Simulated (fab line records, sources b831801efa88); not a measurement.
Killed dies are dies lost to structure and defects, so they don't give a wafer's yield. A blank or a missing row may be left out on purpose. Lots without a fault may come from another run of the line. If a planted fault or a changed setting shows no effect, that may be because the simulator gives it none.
A lot that was struck, set against a sound lot	flow sky130	15 steps out of a route of 708
Sound: these wafers, L795.1, L795.3, L795.5. The struck wafers were L806.1, L806.3, L806.6. At the end, the cause is stated.
Each step with rows lists, per side, the tool, then ch with its chambers, then its first start. Under that, the readings that differ: sound wafers	struck wafers	difference of the means	sigmas: that difference in standard deviations of wafers without a fault.
alike: same words and numbers on both sides, and readings whose means sit less than 2 such deviations apart. not compared: any withheld reading, any reading some wafer has no value for, any bound like >300 that may hide the same value, and any number with overlapping values for which the record gives no deviation.
A row with sigmas, a row that says differs or no value, or rows on one side alone: a step with any of these is where the two part. When numbers do not overlap yet have no deviation, they are printed without sigmas and do not part them. A reading missing from all wafers of one side parts the sides only when that side holds two or more wafers.

first, 7 steps without rows for these wafers: SKY_GATE_OXIDE_DEHYDRATE_03 (time 60 s); SKY_GATE_OXIDE_HMDS_04 (prime time 60 s); SKY_GATE_OXIDE_COAT_05 (resist thk 1140 nm); SKY_GATE_OXIDE_SOFTBAKE_06 (time 60 s); SKY_GATE_OXIDE_EXPOSE_07 (exposes mask LVOM, target cd 600 nm); SKY_GATE_OXIDE_PEB_08; SKY_GATE_OXIDE_DEVELOP_09 (develop time 60 s).
SKY_GATE_OXIDE_OVL_MEAS_10:
  sound: overlay-02 at day 17 13:04; struck: overlay-02 at day 22 04:18
  alike: GATE_OXIDE_OVL
then, 2 steps without rows for these wafers: SKY_GATE_OXIDE_IMPLANT_11; SKY_GATE_OXIDE_WET_ETCH_12 (etches SiO2 in dHF, target depth 16.8 nm, time 336 s).
SKY_GATE_OXIDE_STRIP_13: strips in O2/N2.
  sound on plasma-asher-02 ch 0,1, day 17 13:20; struck on plasma-asher-03 ch 0, day 22 04:35
reading	sound	struck	difference	sigmas
strip-time-to-endpoint-s (s)	14.15 14.11 14.10	14.29 14.25 14.22	+0.13	+3
  alike: chamber-pressure-mTorr, drypump-motor-current-A, oes-product-au
  not compared: rf-hours-counter-h
SKY_GATE_OXIDE_TW_MEAS_14:
  sound: film-metro-03 at day 17 13:26; struck: film-metro-03 at day 22 04:41
  alike: GATE_OXIDE_TW
SKY_GATE_OXIDE_CLEAN_15: cleans in SC1/SC2, time 150 s.
  sound on wet-bench-02 ch 1, day 17 13:30; struck on wet-bench-02 ch 3, day 22 04:45
reading	sound	struck	difference	sigmas
run-length-s (s)	177 177 177	96 96 96	-81	-27
model.SiO2_of_SONOS_ONO_CVD_04.thk-nm (nm)	4.133 4.107 4.119	4.841 4.846 4.89	+0.739	
then, 1 step without rows for these wafers: SKY_GATE_OXIDE_OXIDATION_16 (stabilise 600 s, purge 300 s, target thk 3.57 nm).
-- a jump in the record: the struck wafers' starts before and after are 29 days apart (it breaks off in module GATE_OXIDE and resumes in module PAD_OPEN, where the first step shown is number 708 of the route) --
SKY_PAD_OPEN_PROBE_99:
  sound: prober-01 at day 48 13:19; struck: prober-02 at day 51 03:07
reading	sound	struck	difference	sigmas
model.etest.cap-ono.gate-log10-a-cm2	-7.69 -7.774 -7.734	-8.863 -8.947 -9.038	-1.217	
model.etest.cap-ono.tox-acc-nm (nm)	12.7 12.76 12.71	13.68 13.66 13.62	+0.93	
model.etest.cap-thin-oxide.gate-bv-v (V)	6.902 6.855 7.218	6.808 6.844 6.838	-0.162	
model.etest.sonos-programmed.off-log10-a-um	-14 -14 -14.08	-13.76 -13.43 -13.79	+0.37	
model.etest.sonos-programmed.vt-v (V)	1.547 1.523 1.537	1.045 1.006 1.045	-0.504	
model.etest.sonos-erased.vt-v (V)	-2.386 -2.329 -2.398	-1.856 -1.831 -1.894	+0.511	
model.etest.sonos-baked.vt-v (V)	0.9666 1.016 1.001	0.6875 0.6641 0.6469	-0.3284	
  alike: killed_at_M0_to_M3, killed_at_M4_up, killed-at-contacts, killed-at-front-end, killed-at-other, killed-dies, killed-open, killed-short

## WHERE THEY PART
Earliest at SKY_GATE_OXIDE_STRIP_13; latest, in this record, at SKY_GATE_OXIDE_CLEAN_15. Later steps at which nothing parts them and some readings are alike: SKY_PAD_OPEN_PROBE_99.

WHY: whatever the simulator had introduced
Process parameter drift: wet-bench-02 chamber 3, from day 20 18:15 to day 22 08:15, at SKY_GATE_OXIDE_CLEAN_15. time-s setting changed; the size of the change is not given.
